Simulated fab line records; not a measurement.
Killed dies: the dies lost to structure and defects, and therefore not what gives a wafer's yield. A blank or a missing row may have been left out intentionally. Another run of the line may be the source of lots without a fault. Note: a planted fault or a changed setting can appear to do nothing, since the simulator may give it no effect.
The tool behind it: which one? ; flow sky130 ; 7 lots, 21 wafers sampled, at 1 step of a route of 708

## WHAT THE GAUGES SHOWED, per wafer
SKY_LDD_N_OVL_MEAS_07.
lot;measured;on;LDD_N_OVL (nm)
L492;day 18 14:16;overlay-02;0.6 2.3 0.8
L494;day 19 04:48;overlay-01;-0.7 -1.9 -2.6
L496;day 20 14:44;overlay-02;-2.6 -2.8 -3.6
L501;day 21 10:52;overlay-02;-0.6 -2.0 0.0
L503;day 22 11:34;overlay-02;1.2 1.3 -0.1
L508;day 24 03:04;overlay-02;3.6 2.2 3.3
L513;day 25 20:45;overlay-01;0.8 1.1 0.1

## EACH LOT AND THE TOOL THAT RAN IT (in order: tool; ch and the chambers of the sampled wafers; start)
There is no process step in the record ahead of these readings.

## THE ANSWER, worked out from the rows above alone
Rule: the lots themselves supply what counts as usual. The widest of any qualifying gaps counts: lots, ordered by their means at a reading, are off when they make up no more than a third of the lots, leave a main group of 4 or more, and stand apart from it by 3 or more times the standard deviation of that group's means. Not used: any main group whose means are identical at the precision the tables above print for the reading. Also off: a lot with no number at a reading for which 4 or more lots have one. The other lots that the step has rows for count as sound.
None of the lots is off at any reading shown; this tells nothing.

## WHAT THE SIMULATOR HAD PUT IN
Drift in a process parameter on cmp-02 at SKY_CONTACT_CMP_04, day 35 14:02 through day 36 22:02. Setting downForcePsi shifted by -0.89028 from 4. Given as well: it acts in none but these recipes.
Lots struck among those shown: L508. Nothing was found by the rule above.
